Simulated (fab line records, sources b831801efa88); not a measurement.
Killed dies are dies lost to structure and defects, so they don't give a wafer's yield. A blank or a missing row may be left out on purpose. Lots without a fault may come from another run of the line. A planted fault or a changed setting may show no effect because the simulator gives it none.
Chamber matching | flow sky130 | SKY_POLY_GATE_ETCH_17 on rie_si-01: 4 sister chambers
The step etches poly-Si in HBr/Cl2, stops on SiO2, target depth 180 nm, time 70.5 s. 8 wafers are shown with their chamber, then 12 later ones without.

WAFERS WITH THEIR CHAMBER
wafer  | chamber | drypump_motor_current_A (A) | oes_product_au (a.u.)
L082.3 | 0       | 4.8                         | 1.002
L085.4 | 3       | 5.6                         | 0.977
L088.1 | 3       | 5.6                         | 0.967
L088.2 | 1       | 6.2                         | 0.977
L088.3 | 0       | 4.7                         | 0.984
L088.4 | 2       | 5.3                         | 0.971
L088.5 | 1       | 6.1                         | 0.980
L088.6 | 2       | 5.3                         | 0.986

WAFERS WITHOUT THEIR CHAMBER
wafer  | drypump_motor_current_A (A) | oes_product_au (a.u.)
L090.1 | 6.2                         | 0.985
L090.3 | 4.7                         | 0.987
L090.6 | 6.1                         | 0.983
L092.2 | 5.3                         | 0.989
L092.3 | 5.6                         | 0.989
L092.5 | 6.2                         | 0.987
L095.1 | 5.3                         | 0.985
L095.2 | 4.7                         | 0.989
L095.4 | 5.6                         | 0.983
L096.1 | 6.2                         | 0.980
L096.4 | 5.3                         | 0.986
L096.5 | 4.8                         | 0.987

WHICH CHAMBER EACH WENT THROUGH
wafer  | from the rows above | in truth
L090.1 | 1                   | 1
L090.3 | 0                   | 0
L090.6 | 1                   | 1
L092.2 | 2                   | 2
L092.3 | 3                   | 3
L092.5 | 1                   | 1
L095.1 | 2                   | 2
L095.2 | 0                   | 0
L095.4 | 3                   | 3
L096.1 | 1                   | 1
L096.4 | 2                   | 2
L096.5 | 0                   | 0
Placed correctly: 12 of 12. Can't be placed from these rows: 0. Placed wrongly: 0.
How it was worked out, from the rows above alone: a wafer's distance from a chamber is the root of the sum, over the readings, of the square of ((its reading less the chamber's mean) divided by the reading's scatter). The wafer belongs to the nearest chamber; if the next one is less than 2 further off, it can't be placed. A chamber's mean is the mean of its shown wafers. The scatter: the root of (the sum of the squares of (reading less its chamber's mean) over the shown wafers, divided by (wafers less chambers)).
